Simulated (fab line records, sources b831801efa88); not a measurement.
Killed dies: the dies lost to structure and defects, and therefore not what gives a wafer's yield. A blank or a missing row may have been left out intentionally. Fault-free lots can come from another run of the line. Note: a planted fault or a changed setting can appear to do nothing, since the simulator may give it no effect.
Problem report in the 8D (eight disciplines) form, filled by code ; flow gf180mcu ; the parts of the form that need people (team, actions taken, sign-off) are left out

== 1. WHAT IS WRONG ==
Wafers without a fault read 98.0 s, standard deviation 0.35; runLengthS at GF_POLY_GATE_ETCH_13 reads a mean of 103.2 s on 2 wafers belonging to 2 lots. Relative to the usual mean, that is a shift of +15 standard deviations.
The step: etches poly-Si in HBr/Cl2, stops on SiO2, target depth 198.5 nm, time 69.6 s.
Earliest sighting: wafer L472.3 on rieSi-02 at day 11 13:13. At this step, 18 wafers from 6 lots have a number in the record. Rule for "out", or "out of limits": more than 4 standard deviations from the usual mean. Any other wafer with a number is counted as sound.

== 2. WHAT IT IS AND WHAT IT IS NOT ==
question;is;is not
which readings at this step;runLengthS;biasW, chamberPressureMTorr, drypumpMotorCurrentA, heBacksideLeakSccm, throttleValvePct
which lots;L472, L473;L479, L483, L484, L485
which wafers of those lots;L472.3, L473.6;L472.2, L472.5, L473.1, L473.2
read on which tools;rieSi-02;rieSi-01
when;from day 11 13:13;"up to then (2 sound wafers); but 14 sound wafers of L473, L479, L483, L484, L485 came after"

== 3. SUSPECTS, AND WHAT RULES EACH OUT ==
Counting: any tool at a process step up to the reading remains a suspect provided it ran every lot that is out. Sound lots after the first of them don't rule it out here, since some wafers of a struck lot are sound.
- rieSi-02 at GF_POLY_GATE_ETCH_13 (etches poly-Si in HBr/Cl2, stops on SiO2, target depth 198.5 nm, time 69.6 s): kept. It ran every lot that is out, first L472 (day 11 13:13). Out on those wafers are its own readings of runLengthS.
Left after counting: rieSi-02 at GF_POLY_GATE_ETCH_13.

== 4. THE CAUSE (what the simulator had put in) ==
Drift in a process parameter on rieSi-02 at GF_POLY_GATE_ETCH_13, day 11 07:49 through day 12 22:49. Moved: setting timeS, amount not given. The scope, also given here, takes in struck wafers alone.
Only this tool survived the counting.

== 5. SEQUENCE OF EFFECTS, ordered by route ==
Each row: a reading where the mean over the struck wafers with a number is more than 3 standard deviations away from the usual. Only readings for which the record gives a usual standard deviation are gone through. hours: the time from each lot's start at the first step in this table that gives one to its start at this step, as a median over the lots. sigmas: the change in usual standard deviations.
hours;step;reading;usual;on struck wafers;change;sigmas
0;GF_POLY_GATE_ETCH_13;oesProductAu;0.989 a.u.;0.952;-0.037;-4.6
0;GF_POLY_GATE_ETCH_13;runLengthS;98.0 s;103.2;+5.2;+15
Its process steps:
- GF_POLY_GATE_ETCH_13: etches poly-Si in HBr/Cl2, stops on SiO2, target depth 198.5 nm, time 69.6 s.

== 6. WHAT WOULD HAVE CAUGHT IT SOONER ==
5 hours passed between the start of the fault at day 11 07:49 and the first reading out of limits in this record, taken at day 11 13:13.
